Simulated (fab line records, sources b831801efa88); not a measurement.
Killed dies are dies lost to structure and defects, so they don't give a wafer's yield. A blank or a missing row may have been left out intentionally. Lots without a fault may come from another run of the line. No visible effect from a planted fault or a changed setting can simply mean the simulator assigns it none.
The same fault as seen by 2 desks + flow sky130 + every desk sees just its own numbers, and what lay behind them comes last

## THE TOOL OWNER'S DESK: pvd sputter-04
At SKY_METAL1_SPUTTER_04 (material TiN, target thk 70 nm, time 58.3 s) the tool's own readings: per lot run on this tool, the mean of the sampled wafers that have a number. A lot is out of limits, marked OUT, if its mean lies more than 4 standard deviations from the usual mean; the brackets give that distance.
Columns: A = cathode dc power W at SKY_METAL1_SPUTTER_04, usual 6500.0 W; B = chamber pressure pa at SKY_METAL1_SPUTTER_04, usual 0.3999 Pa; C = throttle valve pct at SKY_METAL1_SPUTTER_04, usual 30.0 %
| lot  | first seen here | A      | B      | C    |
|------|-----------------|--------|--------|------|
| L200 | day 33 07:14    | 6499.5 | 0.4009 | 30.3 |
| L201 | day 34 02:26    | 6500.6 | 0.4005 | 29.2 |
| L203 | day 34 09:32    | 6499.7 | 0.4004 | 29.3 |
| L218 | day 38 22:14    | 6500.5 | 0.3991 | 30.7 |
| L219 | day 39 12:43    | 6499.3 | 0.3996 | 30.3 |
This desk found nothing out of limits on any of the 5 lots.

## AT THE METROLOGY DESK
What the gauges read for every lot (on any tool): the sampled wafers with a number, averaged. A lot is out of limits, marked OUT, if its mean lies more than 4 standard deviations from the usual mean; the brackets give that distance.
Columns: A = METAL1_ALCU_THK at SKY_METAL1_THK_MEAS_06, usual 255 nm; B = VIA1_BOW at SKY_VIA1_BOW_MEAS_03, usual 79 um
| lot  | first seen here | A             | B  |
|------|-----------------|---------------|----|
| L200 | day 33 07:25    | 257           | 82 |
| L201 | day 34 02:36    | 253           | 76 |
| L203 | day 34 09:43    | 255           | 76 |
| L204 | day 34 13:43    | 259           | 71 |
| L207 | day 35 16:48    | 248           | 71 |
| L209 | day 36 15:25    | 258           | 79 |
| L213 | day 37 17:05    | 258           | 78 |
| L214 | day 37 19:58    | 291 (+11) OUT | -  |
| L215 | day 38 02:33    | 291 (+11) OUT | -  |
| L216 | day 38 03:58    | 257           | 83 |
| L218 | day 38 22:25    | 257           | 79 |
| L219 | day 39 12:53    | 255           | 75 |
| L220 | day 39 13:46    | 251           | 77 |
| L221 | day 39 22:08    | 255           | 83 |
This desk's finding: out of limits on L214, L215; first on L214, day 37 19:58 (METAL1_ALCU_THK at SKY_METAL1_THK_MEAS_06). L200, L201, L203, L204, L207, L209, L213, L216, L218, L219, L220, L221 stayed within limits.

## PUT TOGETHER
An alarm was possible from the metrology desk at day 37 19:58, on L214, L215.
The desk of the tool owner found nothing out of limits.
The tool owner's desk has no number on record for L214, L215.
SKY_METAL1_SPUTTER_04 was run on pvd sputter-04 by each of the lots named.

## WHAT THE SIMULATOR PUT IN
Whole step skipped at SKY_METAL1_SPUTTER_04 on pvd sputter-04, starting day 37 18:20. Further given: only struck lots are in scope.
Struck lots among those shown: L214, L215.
Time in hours between the start of the fault and the first out-of-limits reading at each desk: metrology desk, 2.
